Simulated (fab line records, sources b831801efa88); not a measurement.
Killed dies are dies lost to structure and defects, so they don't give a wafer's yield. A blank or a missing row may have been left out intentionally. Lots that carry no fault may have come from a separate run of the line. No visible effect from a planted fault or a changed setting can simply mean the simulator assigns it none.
Struck lot and sound lot, side by side | flow gf180mcu | 28 out of 602 route steps
Sound: wafers L227.2, L227.3, L227.4. Wafers L237.1, L237.2, L237.4 were the ones struck. At the end, the cause is stated.
At each step with rows: each side's tool, then ch and its chambers, then its first start. Under that, the readings that differ: sound wafers | struck wafers | difference of the means | sigmas: that difference in standard deviations of wafers without a fault.
alike: words and numbers the same on both sides, and readings whose means are apart by under 2 such deviations; not compared: readings that were withheld, readings missing a value for some wafer, numbers with overlapping values and no deviation given by the record, and bounds like >300 which may hide the same value.
Wherever a step has rows on one side only, a row that says differs or no value, or a row with sigmas, the two part there. Numbers that have no deviation but don't overlap get no sigmas and don't part them. A reading that every wafer of one side lacks parts them only if that side has two wafers or more.

GF_V5_OVL_MEAS_15:
  struck on overlay-02, day 31 13:42; sound on overlay-02, day 28 12:14
  alike: V5_OVL
then, 2 steps without rows for these wafers: GF_V5_ETCH_16 (etches BARC in N2/H2); GF_V5_ETCH_17 (etches SiO2 in C4F8/O2/Ar, stops on TiN, target depth 855 nm).
GF_V5_STRIP_18: strips in O2/N2.
  sound on plasma_asher-01 ch 0,1, day 28 12:25; struck on plasma_asher-04 ch 0,1, day 31 13:53
  alike: chamber_pressure_mTorr, drypump_motor_current_A, heater_power_w, oes_product_au
  not compared: rf_hours_counter_h
then, 2 steps without rows for these wafers: GF_V5_STRIP_19 (strips in post etch residue remover, time 1200 s); GF_V5_CLEAN_20 (cleans in DIW).
GF_V5_SPUTTER_21: material Ti, target thk 15 nm, time 80.02 s.
  struck on pvd_sputter-01, day 31 14:26; sound on pvd_sputter-01, day 28 12:57
  alike: cathode_dc_power_W, chamber_pressure_pa, throttle_valve_pct
then, 1 step without rows for these wafers: GF_V5_SPUTTER_22 (material TiN, target thk 10 nm, time 40 s).
GF_V5_CVD_23: deposits W, target thk 350 nm, time 104.9 s.
  sound on cvd_w-01 ch 0,1, day 28 13:03; struck on cvd_w-02 ch 0,1, day 31 14:32
  alike: heater_power_outer_w, heater_power_w, susceptor_temp_C
GF_V5_RS_MEAS_24: uses a four-point probe to measure.
  struck on film_metro-02, day 31 14:39; sound on film_metro-02, day 28 13:11
  alike: V5_W_RS
GF_V5_THK_MEAS_25: measures by xrf.
  struck on film_metro-02, day 31 14:46; sound on film_metro-02, day 28 13:17
  alike: V5_W_THK
then, 1 step without rows for these wafers: GF_V5_CMP_26 (polishes, stops on SiO2, t overpolish 15 s, target thk 0 nm).
GF_TOP_METAL_SPUTTER_00: material Ti, target thk 37.5 nm, time 150 s.
  struck on pvd_sputter-03, day 31 15:08; sound on pvd_sputter-01, day 28 13:38
  no value came back on the struck wafers for cathode_dc_power_W (W), chamber_pressure_pa (Pa), throttle_valve_pct (%), time_s (s); on the sound wafers cathode_dc_power_W (W) reads 3999.3 4000.1 4000.7
then, 2 steps without rows for these wafers: GF_TOP_METAL_SPUTTER_01 (material TiN, target thk 30 nm, time 25 s); GF_TOP_METAL_SPUTTER_02 (material AlCu, target thk 900 nm, time 47.82 s).
GF_TOP_METAL_SPUTTER_03: material Ti, target thk 5 nm, time 3.3 s.
  struck on pvd_sputter-03, day 31 15:18; sound on pvd_sputter-01, day 28 13:49
  alike: cathode_dc_power_W, chamber_pressure_pa, throttle_valve_pct
GF_TOP_METAL_SPUTTER_04: material TiN, target thk 25 nm, time 20.8 s.
  struck on pvd_sputter-03, day 31 15:19; sound on pvd_sputter-01, day 28 13:50
  alike: cathode_dc_power_W, chamber_pressure_pa, throttle_valve_pct
then, 7 steps without rows for these wafers: GF_TOP_METAL_DEHYDRATE_07 (time 60 s); GF_TOP_METAL_HMDS_08 (prime time 60 s); GF_TOP_METAL_COAT_09 (resist thk 1500 nm); GF_TOP_METAL_SOFTBAKE_10 (time 60 s); GF_TOP_METAL_EXPOSE_11 (exposes mask MetalTop, target cd 440 nm); GF_TOP_METAL_PEB_12; GF_TOP_METAL_DEVELOP_13 (develop time 60 s).
GF_TOP_METAL_CD_MEAS_14 targets a cd of 440 nm.
  struck on cd_sem-02, day 32 08:35; sound on cd_sem-01, day 29 08:56
  alike: cd_nm
GF_TOP_METAL_OVL_MEAS_15:
  struck on overlay-01, day 32 08:42; sound on overlay-01, day 29 09:03
  alike: TOP_METAL_OVL
GF_TOP_METAL_METAL_ETCH_16: etches the open film in Cl2/BCl3, stops on SiO2, target depth 1077.5 nm, time 179.6 s.
  sound on rie_metal-02 ch 0,1, day 29 09:05; struck on rie_metal-01 ch 0,1, day 32 08:44
  reading               | sound             | struck            | difference | sigmas
  oes_product_au (a.u.) | 0.957 0.963 0.960 | 0.941 0.943 0.946 | -0.017     | -2
  alike: chamber_pressure_mTorr, drypump_motor_current_A, rf_fwd_power_W, throttle_valve_pct
  not compared: rf_hours_counter_h
then, 1 step without rows for these wafers: GF_TOP_METAL_STRIP_17 (strips in O2/N2).

## WHERE THEY PART
At GF_TOP_METAL_SPUTTER_00 first; at GF_TOP_METAL_METAL_ETCH_16 last (within this record only).

WHY: whatever the simulator had introduced
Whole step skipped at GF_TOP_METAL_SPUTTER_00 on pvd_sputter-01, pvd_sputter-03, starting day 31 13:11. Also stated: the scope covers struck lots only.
